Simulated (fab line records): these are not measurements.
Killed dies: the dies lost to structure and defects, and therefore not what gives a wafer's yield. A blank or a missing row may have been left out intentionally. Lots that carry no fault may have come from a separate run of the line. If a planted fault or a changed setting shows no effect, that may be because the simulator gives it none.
Matching of chambers + flow sky130 + SKY_POLY_GATE_ETCH_15 on rieDiel-03: 4 sister chambers
The step etches BARC in N2/H2, stops on SiO2, time 118.5 s, target depth 110 nm. 8 wafers are shown with their chamber, then 12 later ones without.

WAFERS, EACH WITH ITS CHAMBER
| wafer  | chamber | drypumpMotorCurrentA (A) | oesProductAu (a.u.) |
|--------|---------|--------------------------|---------------------|
| L084.1 | 2       | 6.1                      | 0.717               |
| L084.3 | 0       | 6.6                      | 0.713               |
| L084.5 | 2       | 6.1                      | 0.715               |
| L086.5 | 1       | 4.9                      | 0.720               |
| L086.6 | 3       | 6.4                      | 0.715               |
| L090.2 | 1       | 4.9                      | 0.714               |
| L090.3 | 3       | 6.4                      | 0.720               |
| L090.6 | 0       | 6.7                      | 0.721               |

WAFERS MISSING THEIR CHAMBER
| wafer  | drypumpMotorCurrentA (A) | oesProductAu (a.u.) |
|--------|--------------------------|---------------------|
| L092.1 | 6.6                      | 0.716               |
| L092.2 | 6.1                      | 0.709               |
| L092.6 | 6.1                      | 0.712               |
| L094.1 | 6.7                      | 0.721               |
| L094.2 | 4.9                      | 0.715               |
| L094.4 | 6.4                      | 0.711               |
| L095.1 | 6.1                      | 0.719               |
| L095.2 | 5.0                      | 0.713               |
| L095.3 | 6.4                      | 0.718               |
| L095.4 | 6.7                      | 0.725               |
| L095.5 | 6.1                      | 0.722               |
| L095.6 | 5.0                      | 0.721               |

THE CHAMBER EACH PASSED THROUGH
| wafer  | from the rows above | in truth |
|--------|---------------------|----------|
| L092.1 | 0                   | 0        |
| L092.2 | 2                   | 2        |
| L092.6 | 2                   | 2        |
| L094.1 | 0                   | 0        |
| L094.2 | 1                   | 1        |
| L094.4 | 3                   | 3        |
| L095.1 | 2                   | 2        |
| L095.2 | 1                   | 1        |
| L095.3 | 3                   | 3        |
| L095.4 | 0                   | 0        |
| L095.5 | 2                   | 2        |
| L095.6 | 1                   | 1        |
Correct placement for 12 of the 12. From these rows, 0 cannot be placed. Placed wrongly: 0.
How it was worked out, from the rows above alone: a wafer's distance from a chamber is the root of the sum, over the readings, of the square of ((its reading less the chamber's mean) divided by the reading's scatter). If the next closest chamber is less than 2 further off than the closest, the wafer can't be placed; otherwise it belongs to the closest. The mean given for a chamber averages the wafers shown for that chamber. How the scatter is found: for the shown wafers, subtract from each reading the mean of its chamber, square and add these, divide the total by (wafers less chambers), then take the root.
